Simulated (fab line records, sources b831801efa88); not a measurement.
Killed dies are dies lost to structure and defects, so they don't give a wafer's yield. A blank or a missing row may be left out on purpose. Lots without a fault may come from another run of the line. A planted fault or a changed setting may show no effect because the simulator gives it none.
One fault seen from 2 desks | flow sky130 | each desk has only its own numbers; what lay behind them comes last

THE TOOL OWNER'S DESK: litho_track-02
The tool's own readings at SKY_LDD_P_COAT_02 (resist thk 1140 nm): means of the sampled wafers that have a number, for each lot that ran on this tool. A lot is out of limits, marked OUT, if its mean lies more than 4 standard deviations from the usual mean; the brackets give that distance.
Columns: A = resist_line_temp_C at SKY_LDD_P_COAT_02, usual 23.00 C; B = spin_speed_rpm at SKY_LDD_P_COAT_02, usual 3000.1 rpm
lot  | first seen here | A     | B
L103 | day 18 14:19    | 22.98 | 3001.3
L104 | day 19 03:50    | 23.07 | 3002.8
L105 | day 19 11:38    | 23.14 | 3000.0
L108 | day 21 01:41    | 23.05 | 3079.4 (+38) OUT
L112 | day 22 05:11    | 22.95 | 3077.6 (+37) OUT
L120 | day 24 17:32    | 22.99 | 2998.8
This desk's finding: out of limits on L108, L112; first on L108, day 21 01:41 (spin_speed_rpm at SKY_LDD_P_COAT_02). In limits: L103, L104, L105, L120.

THE METROLOGY DESK
What the gauges read, lot by lot, whatever tool the lot ran on: means of the sampled wafers that have a number. A lot is out of limits, marked OUT, if its mean lies more than 4 standard deviations from the usual mean; the brackets give that distance.
Columns: A = POLY_GATE_CVD_00_THK at SKY_POLY_GATE_THK_MEAS_01, usual 175.8 nm; B = POLY_GATE_OVL at SKY_POLY_GATE_OVL_MEAS_14, usual -2 nm; C = cd_nm at SKY_LDD_P_CD_MEAS_07, usual 379.6 nm
lot  | first seen here | A     | B  | C
L103 | day 14 05:55    | 178.5 | -5 | 378.3
L102 | day 14 07:41    | 178.0 | 0  | 378.5
L104 | day 14 17:16    | 175.8 | 2  | 376.7
L105 | day 14 23:46    | 177.5 | -4 | 383.8
L108 | day 16 09:38    | 177.1 | 13 | 380.5
L112 | day 17 11:50    | 173.2 | 9  | 382.4
L115 | day 18 19:22    | 173.3 | 1  | 381.2
L119 | day 19 22:08    | 175.0 | -9 | 376.9
L120 | day 20 02:39    | 173.4 | -5 | 378.4
L122 | day 21 00:29    | 173.8 | 0  | 382.6
L123 | day 21 07:04    | 178.2 | -9 | 382.2
L125 | day 22 03:23    | 175.1 | 5  | 381.1
This desk's finding: nothing out of limits on any of the 12 lots.

PUT TOGETHER
The tool owner's desk could have raised an alarm at day 21 01:41, on L108, L112.
The metrology desk saw nothing out of limits.
The metrology desk has L108, L112 on record, within its limits.
Of the lots named, all ran SKY_LDD_P_COAT_02 on litho_track-02.

WHAT THE SIMULATOR HAD PUT IN
Process parameter drift: litho_track-02, from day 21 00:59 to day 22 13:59, at SKY_LDD_P_COAT_02. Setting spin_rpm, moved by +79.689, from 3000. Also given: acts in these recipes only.
Lots struck among those shown: L108, L112.
Hours from the fault's start to each desk's first reading out of limits: the tool owner's desk, 1.
